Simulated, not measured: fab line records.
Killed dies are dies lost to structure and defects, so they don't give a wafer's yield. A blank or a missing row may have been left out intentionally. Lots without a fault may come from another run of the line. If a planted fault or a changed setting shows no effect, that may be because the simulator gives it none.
A lot that was struck, set against a sound lot + flow sky130 + 15 steps out of a route of 708
Sound: these wafers, L267.2, L267.3, L267.4. Wafers struck: L275.1, L275.2, L275.3. The cause comes at the end.
At each step with rows: each side's tool, then ch and its chambers, then its first start. Under that, the readings that differ: sound wafers + struck wafers + difference of the means + sigmas: that difference in standard deviations of wafers without a fault.
alike: readings with means less than 2 such deviations apart, plus words and numbers identical on both sides. not compared: withheld readings, readings lacking a value on some wafer, bounds such as >300 that could conceal the same value, and numbers that have no deviation in the record and whose values overlap.
Wherever a step has rows on one side only, a row that says differs or no value, or a row with sigmas, the two part there. Numbers that have no deviation but don't overlap get no sigmas and don't part them. Lack of a reading on every wafer of one side parts them only where that side has two or more wafers.

first, 3 steps without rows for these wafers: SKY_SD_P_EXPOSE_04 (exposes mask PSDM, target cd 380 nm); SKY_SD_P_PEB_05; SKY_SD_P_DEVELOP_06 (develop time 60 s).
SKY_SD_P_CD_MEAS_07: target cd 380 nm.
  sound on cd-sem-01, day 26 04:37; struck on cd-sem-01, day 30 05:55
  alike: cd-nm
SKY_SD_P_OVL_MEAS_08:
  sound on overlay-02, day 26 04:43; struck on overlay-02, day 30 06:02
  alike: SD_P_OVL
following that, these wafers have no rows for 1 step: SKY_SD_P_IMPLANT_09.
SKY_SD_P_STRIP_10: strips in O2/N2.
  sound on plasma-asher-03 ch 0,1, day 26 04:54; struck on plasma-asher-02 ch 0,1, day 30 06:13
  alike: drypump-motor-current-A, oes-product-au, strip-time-to-endpoint-s
  not compared: rf-hours-counter-h
SKY_SD_P_TW_MEAS_11:
  sound on film-metro-04, day 26 05:01; struck on film-metro-04, day 30 06:19
  alike: SD_P_TW
then, 4 steps without rows for these wafers: SKY_RES_XHIGH_DEHYDRATE_00 (time 60 s); SKY_RES_XHIGH_HMDS_01 (prime time 60 s); SKY_RES_XHIGH_COAT_02 (resist thk 1140 nm); SKY_RES_XHIGH_SOFTBAKE_03 (time 60 s).
SKY_RES_XHIGH_EXPOSE_04: exposes mask URPM, target cd 1270 nm.
  sound on iline-stepper-01 ch 0, day 26 19:22; struck on iline-stepper-02 ch 0, day 30 20:05
| reading | sound                | struck                        | difference | sigmas |
|---------|----------------------|-------------------------------|------------|--------|
| mask    | URPM#0 URPM#0 URPM#0 | URPM_R1#0 URPM_R1#0 URPM_R1#0 | differs    |        |
  alike: exposure-dose-mJ-cm2
following that, these wafers have no rows for 1 step: SKY_RES_XHIGH_PEB_05.
-- record jumps: 18 days separate the struck wafers' starts on either side; left off in module RES_XHIGH, taken up again in module PAD_OPEN, whose first shown step is the route's number 708 --
SKY_PAD_OPEN_PROBE_99:
  sound on prober-01, day 46 04:11; struck on prober-02, day 49 06:37
  alike: killed_at_M0_to_M3, killed_at_M4_up, killed-at-contacts, killed-at-front-end, killed-at-other, killed-dies, killed-open, killed-short

== WHERE THEY PART ==
Only at SKY_RES_XHIGH_EXPOSE_04, within this record. Later steps at which nothing parts them and some readings are alike: SKY_PAD_OPEN_PROBE_99.

WHY: what had been put in by the simulator
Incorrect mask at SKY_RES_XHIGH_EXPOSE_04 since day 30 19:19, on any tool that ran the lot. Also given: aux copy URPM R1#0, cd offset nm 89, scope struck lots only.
